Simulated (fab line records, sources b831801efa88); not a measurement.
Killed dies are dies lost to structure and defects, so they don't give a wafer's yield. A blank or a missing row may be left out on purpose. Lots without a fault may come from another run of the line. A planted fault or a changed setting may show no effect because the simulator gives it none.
fab line records | flow sky130
record lots=6 wafers=18 last_day=49
route steps=708 shown LDD_HVN@272 LDD_HVP@278
lots that met no fault: from a run of the same line without faults
start_h: hours from the record's first day to the start of the lot's first wafer shown | wait_h: hours since the lot's step before | " the same as in the row above | L1.1+2: a row that stands for several wafers | - no value, or no start given | * or withheld: withheld | < > ~ a bound
route shown NAME@n: a module of which the file shows steps, and the number in the route of the first | usual: mean/standard deviation of fault-free wafers | same: alike in all rows | chamber/n: place in a boat | sites: the reading at each site | _std_site: their standard deviation | _edge_site: outer sites' mean less inner sites' | radius_mm: how far each site lies from the wafer's centre | mask NAME#n: copy n | behind: the tool/chamber that last shaped the wafer | hold: why the lot was held/for how many hours/how that ended | device: the transistor (n, p or np) that didn't switch | end of line: the same wafers' tests at the end of the route | a step without rows: its recipe alone | killed: dies lost to structure and defects at the first sort, not the wafer's yield | map: a wafer's dies, x killed, . not, _ none there
set.NAME: the setting as run; set.NAME@STEP: as run at that earlier step | model.NAME: the simulator's own value behind a step, which no gauge read
lots at some steps of the route; a table a step, a row a wafer
services: from which hour (start_h, from the record's first day; less than 0 if before it) a tool's chamber was out of use, for how many hours, and why
## steps
# step SKY_LDD_HVN_PEB_05
# recipe temp_c=withheld time_s=* resist=NOVOLAK
# step SKY_LDD_HVN_DEVELOP_06
# recipe resist=NOVOLAK developer=TMAH develop_time_s=60 dev_temp_c=23
# step SKY_LDD_HVN_OVL_MEAS_07
# usual LDD_HVN_OVL=-1.1/1.4
# columns lot.wafer tool chamber start_h wait_h LDD_HVN_OVL[nm]
L509.4 overlay-02 - 493.14 0.1 -0.9
L509.5 " - " " -2.7
L509.6 " - " " -1.2
L512.1 overlay-02 - 527.35 0.1 0.0
L512.5 " - " " -2.0
L512.6 " - " " -0.5
L519.1 overlay-02 - 588.29 0.1 -2.3
L519.2 " - " " -4.6
L519.4 " - " " -3.7
L520.2 overlay-02 - 590.09 0.1 -0.6
L520.3 " - " " -0.3
L520.4 " - " " -2.4
L523.2 overlay-02 - 616.13 0.1 -0.1
L523.3 " - " " -0.6
L523.6 " - " " -2.0
L526.3 overlay-01 - 638.37 0.1 -2.7
L526.4 " - " " -1.0
L526.5 " - " " -2.8
# step SKY_LDD_HVN_IMPLANT_08
# recipe species=P energy_kev=60 dose_cm2=3e+13 tilt_deg=40
# step SKY_LDD_HVN_STRIP_09
# recipe chemistry=O2/N2 power_w=1400 pressure_mtorr=1500 platen_temp_c=withheld o2_flow_sccm=3000 n2_flow_sccm=300 overash_fraction=0.5
# usual drypump_motor_current_A=5.8/0.41 oes_product_au=0.408/0.0044 strip_time_to_endpoint_s=4.136/0.014
# columns lot.wafer tool chamber start_h wait_h drypump_motor_current_A oes_product_au rf_hours_counter_h strip_time_to_endpoint_s
L509.4 plasma_asher-03 1 493.34 0.1 5.3 0.404 - 4.152
L509.5 " 1 " " 5.3 0.409 - 4.148
L509.6 " 0 " " 6.4 0.406 - 4.141
L512.1 plasma_asher-02 0 527.54 0.1 5.4 0.405 41 4.124
L512.5 " 1 " " 5.7 0.406 - 4.120
L512.6 " 0 " " 5.4 0.407 - 4.136
L519.1 plasma_asher-01 0 588.47 0.1 5.8 0.415 17 4.144
L519.2 " 1 " " 6.0 0.412 17 4.134
L519.4 " 0 " " 5.8 0.411 - 4.154
L520.2 plasma_asher-03 1 590.27 0.1 5.3 0.403 76 4.144
L520.3 " 1 " " 5.3 0.404 - 4.151
L520.4 " 0 " " 6.4 0.415 - 4.139
L523.2 plasma_asher-01 1 616.31 0.1 5.9 0.403 20 4.177
L523.3 " 0 " " 5.8 0.411 - 4.158
L523.6 " 1 " " 5.9 0.414 - 4.165
L526.3 plasma_asher-03 0 638.57 0.1 6.4 0.409 - 4.141
L526.4 " 1 " " 5.3 0.410 - 4.146
L526.5 " 0 " " 6.4 0.400 - 4.149
# step SKY_LDD_HVN_TW_MEAS_10
# usual LDD_HVN_TW=1431/8.5
# columns lot.wafer tool chamber start_h wait_h LDD_HVN_TW
L509.4 film_metro-04 - 493.44 0.1 1422
L509.5 " - " " 1431
L509.6 " - " " 1429
L512.1 film_metro-01 - 527.64 0.1 1427
L512.5 " - " " 1435
L512.6 " - " " 1436
L519.1 film_metro-02 - 588.57 0.1 1434
L519.2 " - " " 1434
L519.4 " - " " 1428
L520.2 film_metro-01 - 590.38 0.1 1431
L520.3 " - " " 1439
L520.4 " - " " 1436
L523.2 film_metro-04 - 616.42 0.1 1425
L523.3 " - " " 1432
L523.6 " - " " 1428
L526.3 film_metro-04 - 638.66 0.1 1433
L526.4 " - " " 1441
L526.5 " - " " 1436
# step SKY_LDD_HVP_DEHYDRATE_00
# recipe temp_c=200 time_s=60
# step SKY_LDD_HVP_HMDS_01
# recipe prime_time_s=60 prime_temp_c=120
# step SKY_LDD_HVP_COAT_02
# recipe resist=NOVOLAK spin_rpm=3000 resist_thk_nm=300
# step SKY_LDD_HVP_SOFTBAKE_03
# recipe temp_c=90 time_s=60 resist=NOVOLAK
# step SKY_LDD_HVP_EXPOSE_04
# recipe mask_id=HVPTM na=0.6 source_shape=conventional sigma_outer=0.6 polarization=unpolarized target_cd_nm=700 dose_mj=86
# step SKY_LDD_HVP_PEB_05
# recipe temp_c=withheld time_s=* resist=NOVOLAK
# step SKY_LDD_HVP_DEVELOP_06
# recipe resist=NOVOLAK developer=TMAH develop_time_s=60 dev_temp_c=23
# usual chill_plate_temp_C=22.97/0.11 develop_time_s=60/0
# columns lot.wafer tool chamber start_h wait_h chill_plate_temp_C develop_time_s
L509.4 litho_track-03 0 523.05 0.1 22.93 60
L509.5 " 0 " " 22.99 60
L509.6 " 0 " " 22.92 60
L512.1 litho_track-02 0 557.55 0.1 22.90 60
L512.5 " 0 " " 22.93 60
L512.6 " 0 " " 22.88 60
L519.1 litho_track-04 - 617.30 0.1 - -
L519.2 " - " " - -
L519.4 " - " " - -
L520.2 litho_track-03 - 618.95 0.1 - -
L520.3 " - " " - -
L520.4 " - " " - -
L523.2 litho_track-02 0 644.68 0.1 22.83 60
L523.3 " 0 " " 22.84 60
L523.6 " 0 " " 22.75 60
L526.3 litho_track-04 0 666.30 0.1 22.81 60
L526.4 " 0 " " 22.83 60
L526.5 " 0 " " 22.74 60
# step SKY_LDD_HVP_OVL_MEAS_07
# usual LDD_HVP_OVL=-0.9/1.6
# columns lot.wafer tool chamber start_h wait_h LDD_HVP_OVL[nm]
L509.4 overlay-01 - 523.14 0.1 -0.1
L509.5 " - " " 0.1
L509.6 " - " " -1.0
L512.1 overlay-02 - 557.70 0.1 1.3
L512.5 " - " " 1.4
L512.6 " - " " 0.8
L519.1 overlay-01 - 617.45 0.1 -
L519.2 " - " " -
L519.4 " - " " -
L520.2 overlay-01 - 619.08 0.1 -
L520.3 " - " " -
L520.4 " - " " -
L523.2 overlay-01 - 644.81 0.1 -1.8
L523.3 " - " " 0.8
L523.6 " - " " -0.6
L526.3 overlay-02 - 666.41 0.1 -0.8
L526.4 " - " " -2.5
L526.5 " - " " -4.8
## services
# columns tool chamber start_h hours kind
plasma_asher-03 - 519.73 14.6 pm
plasma_asher-02 - 581.46 103.8 repair
plasma_asher-02 - 648.52 0.9 repair
## key
first_sign step=SKY_LDD_HVP_DEVELOP_06 reading=tool_record direction=missing
effect none on later readings
met_at SKY_LDD_HVP_DEVELOP_06
struck_wafers L519.1,L519.2,L519.4,L520.2,L520.3,L520.4
sort_left_out L519.1,L519.2,L519.4,L520.2,L520.3,L520.4
tester_left_out L519,L520
onset_between 523.05 617.30
fault kind=skipped_step_whole tool=litho_track-03,litho_track-04 chamber=- onset_h=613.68 steps=SKY_LDD_HVP_DEVELOP_06 scope=struck_lots_only
# tester_left_out: of these lots the tester's yield and bins aren't shown, on N5 and GAA mostly nor the transistor test; their killed dies are dies lost to structure and defects alone, not to doping, threshold or leakage, so they don't give the yield
# sort_left_out: the simulated sort isn't trusted on such a fault, so these wafers' sort isn't shown, and their yield isn't known
